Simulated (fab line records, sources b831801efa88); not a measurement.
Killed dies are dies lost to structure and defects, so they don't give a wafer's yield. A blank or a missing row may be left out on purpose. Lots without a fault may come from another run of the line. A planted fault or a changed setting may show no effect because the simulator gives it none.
Problem report in the 8D (eight disciplines) form, filled by code | flow sky130 | the parts of the form that need people (team, actions taken, sign-off) are left out

1. THE PROBLEM
LI_CONTACT_W_RS at SKY_LI_CONTACT_RS_MEAS_22 reads a mean of 0.242 ohm/sq on 6 wafers of 2 lots; wafers without a fault read 0.285 ohm/sq with a standard deviation of 0.0037. That is -12 standard deviations from the usual mean.
The step: measures by four-point-probe.
First seen on wafer L936.1, day 31 22:10, on film_metro-03. The record holds 33 wafers of 11 lots with a number at this step. Rule for "out", or "out of limits": more than 4 standard deviations from the usual mean. The other wafers with a number count as sound.

2. WHAT IT IS AND WHAT IT IS NOT
question                    | is                           | is not
which readings at this step | LI_CONTACT_W_RS              | -
which lots                  | L936, L938                   | L928, L944, L945, L946, L947, L948, L949, L950, L951
which wafers of those lots  | all that have a number       | -
read on which gauges        | film_metro-02, film_metro-03 | film_metro-01
when                        | from day 31 22:10            | up to then (3 sound wafers); but 24 sound wafers of L944, L945, L946, L947, L948, L949, L950, L951 came after

3. SUSPECTS, AND WHAT RULES EACH OUT
Counting: a tool at a process step up to the reading stays a suspect if it ran every lot that is out and no sound lot after the first of them.
- the gauge at SKY_LI_CONTACT_RS_MEAS_22: ruled out. The wafers that are out were read on 2 gauges (film_metro-02, film_metro-03).
- cvd_w-02 at SKY_LI_CONTACT_CVD_21 (deposits W, target thk 400 nm, time 120.56 s): ruled out as a lasting fault. Sound lots L945, L946, L947, L949, L951 ran on it after its first lot that is out, L936 (day 31 22:02).
Left after counting: nothing in the record.

4. THE CAUSE (what the simulator had put in)
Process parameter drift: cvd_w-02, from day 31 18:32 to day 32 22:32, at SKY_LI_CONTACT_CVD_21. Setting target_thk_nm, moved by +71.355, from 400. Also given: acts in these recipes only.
Counting ruled it out, wrongly: the rule takes a fault to strike every lot that its tool runs from its start on, and this one did not.

5. THE CHAIN OF EFFECTS, in route order
Each row: a reading whose mean over the struck wafers that have a number lies more than 3 standard deviations from the usual. Only readings for which the record gives a usual standard deviation are gone through. hours: the time from each lot's start at the first step in this table that gives one to its start at this step, as a median over the lots. sigmas: the change in usual standard deviations.
hours | step                       | reading            | usual        | on struck wafers | change | sigmas
0     | SKY_LI_CONTACT_RS_MEAS_22  | LI_CONTACT_W_RS    | 0.285 ohm/sq | 0.242            | -0.043 | -12
0     | SKY_LI_CONTACT_THK_MEAS_23 | LI_CONTACT_W_THK   | 386 nm       | 449              | +63    | +11
0     | SKY_LI_CONTACT_CMP_24      | time_to_endpoint_s | 96 s         | 113              | +17    | +3.7
The process steps in it:
- SKY_LI_CONTACT_CMP_24: polishes, stops on PSG, t overpolish 20 s, target thk 0 nm.

6. WHAT WOULD HAVE CAUGHT IT SOONER
In this record the first reading out of limits at a measuring or inspecting step was taken at day 31 22:10, 4 hours after the fault began at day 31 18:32.
Of the tool readings at SKY_LI_CONTACT_CVD_21 for which the record gives a usual standard deviation, none was out on any struck wafer, so an alarm limit of 4 standard deviations on them would not have fired.
